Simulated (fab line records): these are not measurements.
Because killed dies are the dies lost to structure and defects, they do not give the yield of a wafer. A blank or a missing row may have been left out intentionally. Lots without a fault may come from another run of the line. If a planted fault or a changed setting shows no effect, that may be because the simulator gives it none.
Split-lot experiment -- flow sky130 -- route with 708 steps; 5 lots, 23 wafers read

SPLIT DETAILS
At SKY_LI_CONTACT_HDPCVD_00 (deposits PSG, target thk 930 nm, time 155 s), the setting time s was moved away from the recipe's 155 s on 8 of the 23 wafers read, by -10.6% to -7.2%. This setting was run at the recipe's value on the other wafers.

Between the split and the reading, the file records no step.

THE READING
Values of LI_CONTACT_HDPCVD_THK in nm from SKY_LI_CONTACT_THK_MEAS_01. A value of 929 nm with a standard deviation of 10 nm is what fault-free wafers of this fab line usually give.

wafer,"tool, chamber at the split","time s as run, s",against the recipe,"LI_CONTACT_HDPCVD_THK, nm",against lot-mates on the recipe
L074.1,"hdpcvd-02, 2",155,recipe,927,-
L074.2,"hdpcvd-02, 0",155,recipe,923,-
L074.3,"hdpcvd-02, 1",155,recipe,936,-
L074.4,"hdpcvd-02, 1",155,recipe,935,-
L074.5,"hdpcvd-02, 0",155,recipe,922,-
L075.1,"hdpcvd-02, 2",155,recipe,917,-
L075.2,"hdpcvd-02, 0",138.5,-10.6%,817,-104
L075.3,"hdpcvd-02, 1",155,recipe,931,-
L075.4,"hdpcvd-02, 0",155,recipe,914,-
L075.5,"hdpcvd-02, 2",138.5,-10.6%,821,-100
L077.1,"hdpcvd-01, 0",155,recipe,918,-
L077.2,"hdpcvd-01, 2",143.8,-7.2%,877,-42
L077.3,"hdpcvd-01, 2",143.8,-7.2%,870,-50
L077.5,"hdpcvd-01, 0",155,recipe,921,-
L077.6,"hdpcvd-01, 2",143.8,-7.2%,880,-40
L078.3,"hdpcvd-02, 0",155,recipe,915,-
L078.4,"hdpcvd-02, 0",155,recipe,915,-
L078.5,"hdpcvd-02, 2",155,recipe,927,-
L080.1,"hdpcvd-02, 1",155,recipe,940,-
L080.2,"hdpcvd-02, 0",141,-9.0%,824,-108
L080.3,"hdpcvd-02, 2",155,recipe,923,-
L080.4,"hdpcvd-02, 0",141,-9.0%,837,-94
L080.5,"hdpcvd-02, 1",141,-9.0%,858,-74

FIT RESULTS
A straight line over all 23 wafers: LI_CONTACT_HDPCVD_THK changes by +8.99 nm for each +1% of time s; r = +0.96; the points scatter about the line by 11 nm.
The same after taking each lot's own level away (the mean of its wafers on the recipe; 23 wafers): +9.03 nm for each +1%; r = +0.96; scatter 12 nm.
That fit puts the effect of the largest move of time s on the reading at 96 nm.
Measured against the standard deviation above, the lots' own levels, which go from 919.0 to 931.5 nm, span 1.2 times it.
The two slopes are in agreement: the lot-to-lot level therefore moves the slope only a little.
Check: -93.3 nm against its lot-mates is what the line predicts for one of the wafers moved furthest among these (-10.6%) when that wafer is left out of the fit. Against them it came out at -104 nm.

FURTHER SPLITS ON THESE WAFERS
Other splits were also applied to these wafers ahead of the reading. Each is held against what the fit with the lots' levels taken away leaves over:
other split on the same wafers,wafers away from the commonest value,r with LI_CONTACT_HDPCVD_THK (lot level and that fit taken away)
SKY_SD_P_DEVELOP_06 dev temp c,5,+0.47
SKY_SD_N_EXPOSE_04 dose mj,11,-0.15
SKY_SD_N_IMPLANT_10 energy kev,8,+0.22

THE WHOLE CHAIN: every reading that the file lists as answering this split, in the file's order
step,what it does,reading,change (the file's fit),r (the file's)
SKY_LI_CONTACT_HDPCVD_00,"deposits PSG, target thk 930 nm, time 155 s","PSG_of_LI_CONTACT_HDPCVD_00.thk nm (the simulator's own value, which no gauge read)",+8.95 nm for each +1% of the setting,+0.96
SKY_LI_CONTACT_THK_MEAS_01,,LI_CONTACT_HDPCVD_THK,+8.98 for each +1% of the setting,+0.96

THE FILE'S OWN FIT
LI_CONTACT_HDPCVD_THK changes by +8.98 nm for each +1% of time s, r = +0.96.
